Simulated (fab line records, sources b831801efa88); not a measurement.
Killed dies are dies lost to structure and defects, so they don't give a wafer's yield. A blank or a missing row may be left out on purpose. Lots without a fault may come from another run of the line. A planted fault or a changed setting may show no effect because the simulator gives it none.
Tool commonality check | flow gf180mcu | 12 lots, 36 wafers sampled

WHY IT WAS OPENED
At GF_STI_THK_MEAS_04 the reading STI_CVD_03_THK is flagged on 1 of 12 lots. Wafers without a fault read 206.9 nm, standard deviation 1.8.
Rule: a lot is flagged when every wafer of it that has a number lies more than 4 standard deviations from that mean, or none has a number. The other lots count as sound.

lot  | measured    | on            | STI_CVD_03_THK (nm), wafer by wafer | flag
L175 | day 1 14:41 | film_metro-03 | 208.8 208.2 210.8                   |
L176 | day 1 18:34 | film_metro-01 | 209.2 208.4 207.5                   |
L177 | day 1 23:34 | film_metro-03 | 205.1 206.1 205.7                   |
L178 | day 2 04:34 | film_metro-01 | 206.7 205.9 207.0                   |
L179 | day 2 11:11 | film_metro-01 | 207.6 209.3 208.3                   |
L181 | day 2 19:34 | film_metro-01 | 206.9 207.7 206.2                   |
L183 | day 3 06:23 | film_metro-01 | 205.9 204.0 203.4                   |
L184 | day 3 11:26 | film_metro-03 | 207.4 206.2 205.3                   |
L185 | day 3 18:27 | film_metro-03 | 206.2 207.0 206.8                   |
L186 | day 3 23:14 | film_metro-01 | 81.7 82.4 82.6                      | FLAGGED
L187 | day 4 02:59 | film_metro-04 | 207.8 208.7 208.0                   |
L197 | day 6 03:35 | film_metro-01 | 207.4 208.2 207.3                   |
The numbers of the flagged lots are 82.2 nm on average: -124.7 nm against the usual, or -69 standard deviations.

WHICH TOOL RAN EACH LOT
The record holds 1 process step before the reading, out of a route of 602 steps. In each cell: the tool, then ch and the chambers that the sampled wafers went through, then the start.
lot  | flag    | GF_STI_CVD_03
L175 |         | lpcvd-02 ch 1, day 1 12:42
L176 |         | lpcvd-02 ch 1, day 1 16:34
L177 |         | lpcvd-02 ch 0, day 1 21:34
L178 |         | lpcvd-02 ch 1, day 2 02:34
L179 |         | lpcvd-02 ch 1, day 2 09:13
L181 |         | lpcvd-02 ch 1, day 2 17:34
L183 |         | lpcvd-02 ch 0, day 3 04:23
L184 |         | lpcvd-02 ch 1, day 3 09:26
L185 |         | lpcvd-02 ch 0, day 3 16:27
L186 | FLAGGED | lpcvd-02 ch 0, day 3 21:13
L187 |         | lpcvd-01 ch 1, day 4 00:59
L197 |         | lpcvd-01 ch 0, day 6 01:34
What these steps do:
- GF_STI_CVD_03: deposits Si3N4 from DCS/NH3, target thk 207.16 nm, time 3551 s.
- GF_STI_THK_MEAS_04

FLAGGED OVER TOTAL, TOOL BY TOOL (the gauges that took the reading come last)
step               | tool          | lots run | flagged | share of the flagged lots | sound lots run after its first flagged lot
GF_STI_CVD_03      | lpcvd-01      | 2        | 0       | none                      | -
GF_STI_CVD_03      | lpcvd-02      | 10       | 1       | all                       | 0
GF_STI_THK_MEAS_04 | film_metro-01 | 7        | 1       | all                       | 1 (L197)
GF_STI_THK_MEAS_04 | film_metro-03 | 4        | 0       | none                      | -
GF_STI_THK_MEAS_04 | film_metro-04 | 1        | 0       | none                      | -

WHAT THE TABLE ALLOWS
2 rows of the table ran every flagged lot: lpcvd-02 at GF_STI_CVD_03, film_metro-01 at GF_STI_THK_MEAS_04.
- lpcvd-02 at GF_STI_CVD_03: 1 of its 10 lots flagged. Its last sound lot is L185 (day 3 16:27), its first flagged lot L186 (day 3 21:13): a fault that began between those two fits.
- film_metro-01 at GF_STI_THK_MEAS_04: 1 of its 7 lots flagged. Sound lots ran on it after the first flagged one (L197), which a lasting fault on the whole tool wouldn't allow.
One tool is left: lpcvd-02 at GF_STI_CVD_03.

WHAT THE SIMULATOR HAD PUT IN
Process parameter drift: lpcvd-02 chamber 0, from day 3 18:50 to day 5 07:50, at GF_STI_CVD_03. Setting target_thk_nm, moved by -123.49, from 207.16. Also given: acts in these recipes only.
Lots struck among those shown: L186. The rule above found the same.
